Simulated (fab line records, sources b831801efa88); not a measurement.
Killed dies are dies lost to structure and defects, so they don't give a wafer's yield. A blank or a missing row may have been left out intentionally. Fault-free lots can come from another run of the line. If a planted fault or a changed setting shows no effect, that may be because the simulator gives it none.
Which tool is to blame? / flow gf180mcu / 14 lots, 42 wafers sampled, at 4 steps of a route of 602

== WHAT THE GAUGES READ, wafer by wafer ==
GF_M5_OVL_MEAS_08. Usual: M5_OVL -1 nm, standard deviation 5.2.
lot=L958; measured=day 26 19:40; on=overlay-02; M5_OVL (nm)=10 4 8; flag=
lot=L962; measured=day 28 01:41; on=overlay-01; M5_OVL (nm)=5 1 -6; flag=
lot=L963; measured=day 28 06:02; on=overlay-01; M5_OVL (nm)=-4 -7 4; flag=
lot=L964; measured=day 28 22:32; on=overlay-02; M5_OVL (nm)=-1 3 6; flag=
lot=L965; measured=day 29 01:26; on=overlay-02; M5_OVL (nm)=-10 -5 -11; flag=
lot=L967; measured=day 29 13:13; on=overlay-02; M5_OVL (nm)=7 2 3; flag=
lot=L968; measured=day 29 20:34; on=overlay-01; M5_OVL (nm)=-4 8 -1; flag=
lot=L969; measured=day 30 03:12; on=overlay-01; M5_OVL (nm)=-4 1 6; flag=
lot=L975; measured=day 31 21:21; on=overlay-02; M5_OVL (nm)=-1 1 -4; flag=
lot=L974; measured=day 31 22:39; on=overlay-01; M5_OVL (nm)=- - -; flag=OFF
lot=L976; measured=day 32 03:08; on=overlay-01; M5_OVL (nm)=- - -; flag=OFF
lot=L979; measured=day 32 18:51; on=overlay-01; M5_OVL (nm)=-15 -8 -10; flag=
lot=L978; measured=day 32 20:44; on=overlay-02; M5_OVL (nm)=-10 -5 -7; flag=
lot=L980; measured=day 33 01:45; on=overlay-02; M5_OVL (nm)=-6 -1 -4; flag=

== WHICH TOOL RAN EACH LOT (tool, then ch and the chambers of the sampled wafers, then the start) ==
lot=L958; GF_V4_CMP_26=cmp-01 ch 1,2, day 24 23:43; GF_MIM_METAL_ETCH_19=rieMetal-02 ch 0, day 25 21:49; GF_M5_PEB_05=lithoTrack-04 ch 0, day 26 19:10
lot=L962; GF_V4_CMP_26=cmp-02 ch 1,2,3, day 26 06:52; GF_MIM_METAL_ETCH_19=rieMetal-02 ch 0,1, day 27 04:16; GF_M5_PEB_05=lithoTrack-01 ch 0, day 28 01:14
lot=L963; GF_V4_CMP_26=cmp-01 ch 1,2,3, day 26 12:19; GF_MIM_METAL_ETCH_19=rieMetal-04 ch 0, day 27 09:32; GF_M5_PEB_05=lithoTrack-03 ch 0, day 28 05:34
lot=L964; GF_V4_CMP_26=cmp-02 ch 1,2,3, day 27 05:34; GF_MIM_METAL_ETCH_19=rieMetal-04 ch 0,1, day 28 02:29; GF_M5_PEB_05=lithoTrack-03 ch 0, day 28 22:04
lot=L965; GF_V4_CMP_26=cmp-01 ch 0,2,3, day 27 10:08; GF_MIM_METAL_ETCH_19=rieMetal-04 ch 0,1, day 28 06:20; GF_M5_PEB_05=lithoTrack-03 ch 0, day 29 00:58
lot=L967; GF_V4_CMP_26=cmp-01 ch 0,2,3, day 27 20:57; GF_MIM_METAL_ETCH_19=rieMetal-03 ch 1, day 28 17:05; GF_M5_PEB_05=lithoTrack-04 ch 0, day 29 12:48
lot=L968; GF_V4_CMP_26=cmp-02 ch 1,2,3, day 28 04:23; GF_MIM_METAL_ETCH_19=rieMetal-03 ch 0,1, day 29 00:47; GF_M5_PEB_05=lithoTrack-01 ch 0, day 29 20:01
lot=L969; GF_V4_CMP_26=cmp-01 ch 1,2,3, day 28 10:54; GF_MIM_METAL_ETCH_19=rieMetal-03 ch 0,1, day 29 07:35; GF_M5_PEB_05=lithoTrack-03 ch 0, day 30 02:45
lot=L975; GF_V4_CMP_26=cmp-01 ch 0,1,3, day 30 09:28; GF_MIM_METAL_ETCH_19=rieMetal-02 ch 0,1, day 31 03:20; GF_M5_PEB_05=lithoTrack-03 ch 0, day 31 20:54
lot=L974; GF_V4_CMP_26=cmp-01 ch 1,2, day 30 10:02; GF_MIM_METAL_ETCH_19=rieMetal-02 ch 0,1, day 31 04:23; GF_M5_PEB_05=lithoTrack-03, day 31 22:14
lot=L976; GF_V4_CMP_26=cmp-02 ch 0,1,2, day 30 14:45; GF_MIM_METAL_ETCH_19=rieMetal-04 ch 0, day 31 09:16; GF_M5_PEB_05=lithoTrack-01, day 32 02:40
lot=L979; GF_V4_CMP_26=cmp-01 ch 0,1,3, day 31 07:44; GF_MIM_METAL_ETCH_19=rieMetal-04 ch 0, day 32 01:34; GF_M5_PEB_05=lithoTrack-03 ch 0, day 32 18:26
lot=L978; GF_V4_CMP_26=cmp-02 ch 0,2,3, day 31 09:59; GF_MIM_METAL_ETCH_19=rieMetal-02 ch 0,1, day 32 03:50; GF_M5_PEB_05=lithoTrack-03 ch 0, day 32 20:18
lot=L980; GF_V4_CMP_26=cmp-01 ch 0,2,3, day 31 14:44; GF_MIM_METAL_ETCH_19=rieMetal-02 ch 0,1, day 32 08:49; GF_M5_PEB_05=lithoTrack-03 ch 0, day 33 01:20
- GF_V4_CMP_26: polishes, stops on SiO2, t overpolish 15 s, target thk 0 nm.
- GF_MIM_METAL_ETCH_19: etches the open film in Cl2/BCl3, stops on Si3N4, target depth 324.5 nm, time 54.1 s.
- GF_M5_PEB_05: peb time 90 s.

== AS READ BY THE TOOLS THEMSELVES (means over the sampled wafers that have a number; for cases with no such wafer, the mark the record gives instead) ==
GF_V4_CMP_26. Usual: edgeZonePressureFrac 1.000, standard deviation 0.0053; motorCurrentA 11.1 A, standard deviation 1.2; overpolishRunS 15.000 s, standard deviation 0.0086; timeToEndpointS 83 s, standard deviation 3.4.
lot=L958; tool=cmp-01; edgeZonePressureFrac=1.002; motorCurrentA (A)=11.6; overpolishRunS (s)=15.008; timeToEndpointS (s)=84; flag=
lot=L962; tool=cmp-02; edgeZonePressureFrac=0.998; motorCurrentA (A)=11.3; overpolishRunS (s)=14.997; timeToEndpointS (s)=86; flag=
lot=L963; tool=cmp-01; edgeZonePressureFrac=1.002; motorCurrentA (A)=11.3; overpolishRunS (s)=15.001; timeToEndpointS (s)=84; flag=
lot=L964; tool=cmp-02; edgeZonePressureFrac=1.004; motorCurrentA (A)=11.4; overpolishRunS (s)=15.000; timeToEndpointS (s)=83; flag=
lot=L965; tool=cmp-01; edgeZonePressureFrac=0.997; motorCurrentA (A)=11.2; overpolishRunS (s)=14.999; timeToEndpointS (s)=84; flag=
lot=L967; tool=cmp-01; edgeZonePressureFrac=0.993; motorCurrentA (A)=10.8; overpolishRunS (s)=14.999; timeToEndpointS (s)=85; flag=
lot=L968; tool=cmp-02; edgeZonePressureFrac=1.000; motorCurrentA (A)=11.2; overpolishRunS (s)=15.002; timeToEndpointS (s)=83; flag=
lot=L969; tool=cmp-01; edgeZonePressureFrac=0.994; motorCurrentA (A)=11.2; overpolishRunS (s)=14.997; timeToEndpointS (s)=81; flag=
lot=L975; tool=cmp-01; edgeZonePressureFrac=1.000; motorCurrentA (A)=10.6; overpolishRunS (s)=14.993; timeToEndpointS (s)=79; flag=
lot=L974; tool=cmp-01; edgeZonePressureFrac=1.000; motorCurrentA (A)=11.7; overpolishRunS (s)=15.000; timeToEndpointS (s)=80; flag=
lot=L976; tool=cmp-02; edgeZonePressureFrac=0.996; motorCurrentA (A)=10.6; overpolishRunS (s)=15.009; timeToEndpointS (s)=88; flag=
lot=L979; tool=cmp-01; edgeZonePressureFrac=1.003; motorCurrentA (A)=10.4; overpolishRunS (s)=14.994; timeToEndpointS (s)=87; flag=
lot=L978; tool=cmp-02; edgeZonePressureFrac=1.000; motorCurrentA (A)=12.1; overpolishRunS (s)=15.005; timeToEndpointS (s)=81; flag=
lot=L980; tool=cmp-01; edgeZonePressureFrac=0.996; motorCurrentA (A)=11.1; overpolishRunS (s)=15.005; timeToEndpointS (s)=81; flag=

GF_MIM_METAL_ETCH_19. Usual: drypumpMotorCurrentA 5.82 A, standard deviation 0.15; oesProductAu 0.941 a.u., standard deviation 0.0065; throttleValvePct 28.283 %, standard deviation 0.011.
lot=L958; tool=rieMetal-02; drypumpMotorCurrentA (A)=5.73; oesProductAu (a.u.)=0.947; throttleValvePct (%)=28.274; flag=
lot=L962; tool=rieMetal-02; drypumpMotorCurrentA (A)=5.68; oesProductAu (a.u.)=0.947; throttleValvePct (%)=28.287; flag=
lot=L963; tool=rieMetal-04; drypumpMotorCurrentA (A)=6.05; oesProductAu (a.u.)=0.936; throttleValvePct (%)=28.292; flag=
lot=L964; tool=rieMetal-04; drypumpMotorCurrentA (A)=6.00; oesProductAu (a.u.)=0.934; throttleValvePct (%)=28.279; flag=
lot=L965; tool=rieMetal-04; drypumpMotorCurrentA (A)=6.01; oesProductAu (a.u.)=0.942; throttleValvePct (%)=28.279; flag=
lot=L967; tool=rieMetal-03; drypumpMotorCurrentA (A)=5.73; oesProductAu (a.u.)=0.937; throttleValvePct (%)=28.289; flag=
lot=L968; tool=rieMetal-03; drypumpMotorCurrentA (A)=5.82; oesProductAu (a.u.)=0.947; throttleValvePct (%)=28.270; flag=
lot=L969; tool=rieMetal-03; drypumpMotorCurrentA (A)=5.76; oesProductAu (a.u.)=0.943; throttleValvePct (%)=28.288; flag=
lot=L975; tool=rieMetal-02; drypumpMotorCurrentA (A)=5.72; oesProductAu (a.u.)=0.940; throttleValvePct (%)=28.287; flag=
lot=L974; tool=rieMetal-02; drypumpMotorCurrentA (A)=5.68; oesProductAu (a.u.)=0.936; throttleValvePct (%)=28.282; flag=
lot=L976; tool=rieMetal-04; drypumpMotorCurrentA (A)=6.05; oesProductAu (a.u.)=0.945; throttleValvePct (%)=28.285; flag=
lot=L979; tool=rieMetal-04; drypumpMotorCurrentA (A)=6.03; oesProductAu (a.u.)=0.939; throttleValvePct (%)=28.281; flag=
lot=L978; tool=rieMetal-02; drypumpMotorCurrentA (A)=5.68; oesProductAu (a.u.)=0.940; throttleValvePct (%)=28.288; flag=
lot=L980; tool=rieMetal-02; drypumpMotorCurrentA (A)=5.69; oesProductAu (a.u.)=0.939; throttleValvePct (%)=28.288; flag=

GF_M5_PEB_05. Usual: chillPlateTempC 23.00 C, standard deviation 0.093; exhaustPa 44.8 Pa, standard deviation 0.94; plateTempC 135.00 C, standard deviation 0.13.
lot=L958; tool=lithoTrack-04; chillPlateTempC (C)=22.97; exhaustPa (Pa)=45.6; plateTempC (C)=134.92; flag=
lot=L962; tool=lithoTrack-01; chillPlateTempC (C)=22.99; exhaustPa (Pa)=44.2; plateTempC (C)=134.98; flag=
lot=L963; tool=lithoTrack-03; chillPlateTempC (C)=23.02; exhaustPa (Pa)=43.9; plateTempC (C)=135.00; flag=
lot=L964; tool=lithoTrack-03; chillPlateTempC (C)=23.04; exhaustPa (Pa)=46.1; plateTempC (C)=134.98; flag=
lot=L965; tool=lithoTrack-03; chillPlateTempC (C)=22.97; exhaustPa (Pa)=45.0; plateTempC (C)=134.95; flag=
lot=L967; tool=lithoTrack-04; chillPlateTempC (C)=23.07; exhaustPa (Pa)=44.8; plateTempC (C)=135.06; flag=
lot=L968; tool=lithoTrack-01; chillPlateTempC (C)=22.93; exhaustPa (Pa)=45.8; plateTempC (C)=135.07; flag=
lot=L969; tool=lithoTrack-03; chillPlateTempC (C)=23.12; exhaustPa (Pa)=45.2; plateTempC (C)=135.07; flag=
lot=L975; tool=lithoTrack-03; chillPlateTempC (C)=23.08; exhaustPa (Pa)=44.4; plateTempC (C)=134.99; flag=
lot=L974; tool=lithoTrack-03; chillPlateTempC (C)=-; exhaustPa (Pa)=-; plateTempC (C)=-; flag=OFF
lot=L976; tool=lithoTrack-01; chillPlateTempC (C)=-; exhaustPa (Pa)=-; plateTempC (C)=-; flag=OFF
lot=L979; tool=lithoTrack-03; chillPlateTempC (C)=23.06; exhaustPa (Pa)=43.9; plateTempC (C)=135.16; flag=
lot=L978; tool=lithoTrack-03; chillPlateTempC (C)=22.93; exhaustPa (Pa)=45.3; plateTempC (C)=135.09; flag=
lot=L980; tool=lithoTrack-03; chillPlateTempC (C)=23.00; exhaustPa (Pa)=44.5; plateTempC (C)=134.80; flag=

== THE ANSWER, worked out from the rows above alone ==
Rule: a lot is off if the mean of its wafers that have a number lies more than 3 standard deviations from the usual mean. Also off: a lot with no number at a reading for which 4 or more lots have one. Any other lot the step has rows for is counted as sound. First the gauges in route order, then the tools' own readings, where a lot's mean is used as printed above. At the first step where some lot is off, the reading lying furthest off is the one used; lots without a number count as furthest.
Off: L974, L976, at GF_M5_OVL_MEAS_08 (M5_OVL). Without a number there: L974, L976.
If a tool, at a process step before that reading, ran all the lots that are off and no sound lot after the first of them, it fits. The gauges at GF_M5_OVL_MEAS_08 aren't tried: what is off there is off at GF_M5_PEB_05 too, on other tools, and a gauge's error can't cause that. No candidate that was tried fits.

== WHAT WAS PUT IN BY THE SIMULATOR ==
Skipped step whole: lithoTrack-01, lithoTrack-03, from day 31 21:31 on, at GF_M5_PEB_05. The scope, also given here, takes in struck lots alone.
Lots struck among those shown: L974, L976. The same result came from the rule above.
